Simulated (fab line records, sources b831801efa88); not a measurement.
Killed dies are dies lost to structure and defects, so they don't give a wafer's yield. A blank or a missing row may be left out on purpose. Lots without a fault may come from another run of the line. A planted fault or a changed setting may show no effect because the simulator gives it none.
Split-lot experiment | flow gf180mcu | 5 lots, 23 wafers read, on a route of 602 steps

THE SPLIT
At GF_HV_LDD_CVD_56 (deposits Si3N4 from DCS/NH3, target thk 90 nm, time 1543 s), the setting temp_c was moved away from the recipe's 770 C on 15 of the 23 wafers read, by -0.6% to +0.5%. The other wafers ran this setting at the recipe's value.

FROM THE SPLIT TO THE READING: what the file shows between them, 1 step
- GF_HV_LDD_THK_MEAS_57

THE READING
oes_product_au, in a.u., at GF_HV_LDD_ETCHBACK_58 (etches Si3N4 in CH3F/O2, stops on SiO2, time 100 s, target depth 90 nm). Fault-free wafers of this fab line usually give 0.845 a.u., standard deviation 0.006 a.u..

wafer  | tool, chamber at the split | temp_c as run, C | against the recipe | oes_product_au, a.u. | against lot-mates on the recipe
L076.2 | lpcvd-01, 0                | 770              | recipe             | 0.842                | -
L076.3 | lpcvd-01, 0                | 770              | recipe             | 0.853                | -
L076.4 | lpcvd-01, 0                | 770              | recipe             | 0.843                | -
L077.1 | -, -                       | 765.5            | -0.6%              | 0.796                | no lot-mate on the recipe
L077.2 | -, -                       | 765.5            | -0.6%              | 0.803                | no lot-mate on the recipe
L077.3 | -, -                       | 765.5            | -0.6%              | 0.802                | no lot-mate on the recipe
L077.4 | -, -                       | 765.5            | -0.6%              | 0.805                | no lot-mate on the recipe
L077.5 | -, -                       | 765.5            | -0.6%              | 0.796                | no lot-mate on the recipe
L080.1 | -, -                       | 770              | recipe             | 0.842                | -
L080.2 | -, -                       | 770              | recipe             | 0.839                | -
L080.3 | -, -                       | 770              | recipe             | 0.845                | -
L080.4 | -, -                       | 770              | recipe             | 0.854                | -
L080.6 | -, -                       | 770              | recipe             | 0.845                | -
L082.1 | -, -                       | 772.6            | +0.3%              | 0.862                | no lot-mate on the recipe
L082.2 | -, -                       | 772.6            | +0.3%              | 0.866                | no lot-mate on the recipe
L082.3 | -, -                       | 772.6            | +0.3%              | 0.866                | no lot-mate on the recipe
L082.4 | -, -                       | 772.6            | +0.3%              | 0.870                | no lot-mate on the recipe
L082.6 | -, -                       | 772.6            | +0.3%              | 0.868                | no lot-mate on the recipe
L083.2 | -, -                       | 773.9            | +0.5%              | 0.896                | no lot-mate on the recipe
L083.3 | -, -                       | 773.9            | +0.5%              | 0.880                | no lot-mate on the recipe
L083.4 | -, -                       | 773.9            | +0.5%              | 0.900                | no lot-mate on the recipe
L083.5 | -, -                       | 773.9            | +0.5%              | 0.888                | no lot-mate on the recipe
L083.6 | -, -                       | 773.9            | +0.5%              | 0.890                | no lot-mate on the recipe

THE FIT
A straight line over all 23 wafers: oes_product_au changes by +0.0791 a.u. for each +1% of temp_c; r = +0.98; the points scatter about the line by 0.0064 a.u..
Too few moved wafers have a lot-mate on the recipe to fit a line with each lot's own level taken away.

THE WHOLE CHAIN: every reading that the file lists as answering this split, in the file's order
step                  | what it does                                                           | reading                                                                        | change (the file's fit)                  | r (the file's)
GF_HV_LDD_CVD_56      | deposits Si3N4 from DCS/NH3, target thk 90 nm, time 1543 s             | Si3N4_of_HV_LDD_CVD_56.thk_nm (the simulator's own value, which no gauge read) | +14.8 nm for each +1% of the setting     | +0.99
GF_HV_LDD_THK_MEAS_57 |                                                                        | HV_LDD_CVD_56_THK                                                              | +14.8 for each +1% of the setting        | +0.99
GF_HV_LDD_ETCHBACK_58 | etches Si3N4 in CH3F/O2, stops on SiO2, time 100 s, target depth 90 nm | oes_product_au                                                                 | +0.0792 a.u. for each +1% of the setting | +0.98
GF_HV_LDD_ETCHBACK_58 | etches Si3N4 in CH3F/O2, stops on SiO2, time 100 s, target depth 90 nm | etch.depth_nm (the simulator's own value, which no gauge read)                 | +15.2 nm for each +1% of the setting     | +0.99

THE FILE'S OWN FIT
oes_product_au changes by +0.0792 a.u. for each +1% of temp_c, r = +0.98.
